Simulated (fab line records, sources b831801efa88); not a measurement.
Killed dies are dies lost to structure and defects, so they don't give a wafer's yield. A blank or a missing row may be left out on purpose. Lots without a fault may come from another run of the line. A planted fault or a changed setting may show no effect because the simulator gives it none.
Which tool did it? | flow sky130 | 6 lots, 18 wafers sampled, at 3 steps of a route of 708

WHAT THE GAUGES READ, wafer by wafer
SKY_SD_P_CD_MEAS_07: target cd 380 nm.
lot  | measured     | on        | cd_nm (nm)
L710 | day 26 01:04 | cd_sem-01 | 377.5 378.7 378.3
L714 | day 27 20:03 | cd_sem-02 | 380.5 379.2 381.9
L716 | day 28 06:08 | cd_sem-02 | 381.5 382.4 384.8
L718 | day 28 17:50 | cd_sem-02 | 378.5 377.4 377.1
L722 | day 30 08:46 | cd_sem-02 | 380.9 380.1 382.2
L729 | day 32 06:48 | cd_sem-02 | 382.0 383.2 380.7

WHICH TOOL RAN EACH LOT (tool, then ch and the chambers of the sampled wafers, then the start)
lot  | SKY_LDD_N_STRIP_16                   | SKY_SD_P_DEVELOP_06
L710 | plasma_asher-04 ch 0,1, day 18 04:35 | litho_track-03 ch 0, day 26 00:55
L714 | plasma_asher-01 ch 0, day 20 07:02   | litho_track-02 ch 0, day 27 19:54
L716 | plasma_asher-04 ch 0,1, day 20 18:14 | litho_track-03 ch 0, day 28 06:00
L718 | plasma_asher-04 ch 0,1, day 21 06:53 | litho_track-04 ch 0, day 28 17:42
L722 | plasma_asher-04 ch 0,1, day 22 22:38 | litho_track-03 ch 0, day 30 08:37
L729 | plasma_asher-01 ch 0,1, day 25 02:53 | litho_track-04 ch 0, day 32 06:40
- SKY_LDD_N_STRIP_16: strips in O2/N2.
- SKY_SD_P_DEVELOP_06: develop time 60 s.

THE ANSWER, worked out from the rows above alone
Rule: what is usual is taken from the lots themselves. Put in order of their means at a reading, lots are off if they are a third of the lots or fewer, leave a main group of 4 or more, and stand apart from it by a gap of 3 or more times the standard deviation of the main group's means; of several such gaps the widest counts. A main group whose means are all the same, to the digits that the tables above print for the reading, isn't used. A lot without any number at a reading at which 4 lots or more have one is off too. The other lots that the step has rows for count as sound.
No lot is off at any reading shown: from this, nothing can be told.

WHAT THE SIMULATOR HAD PUT IN
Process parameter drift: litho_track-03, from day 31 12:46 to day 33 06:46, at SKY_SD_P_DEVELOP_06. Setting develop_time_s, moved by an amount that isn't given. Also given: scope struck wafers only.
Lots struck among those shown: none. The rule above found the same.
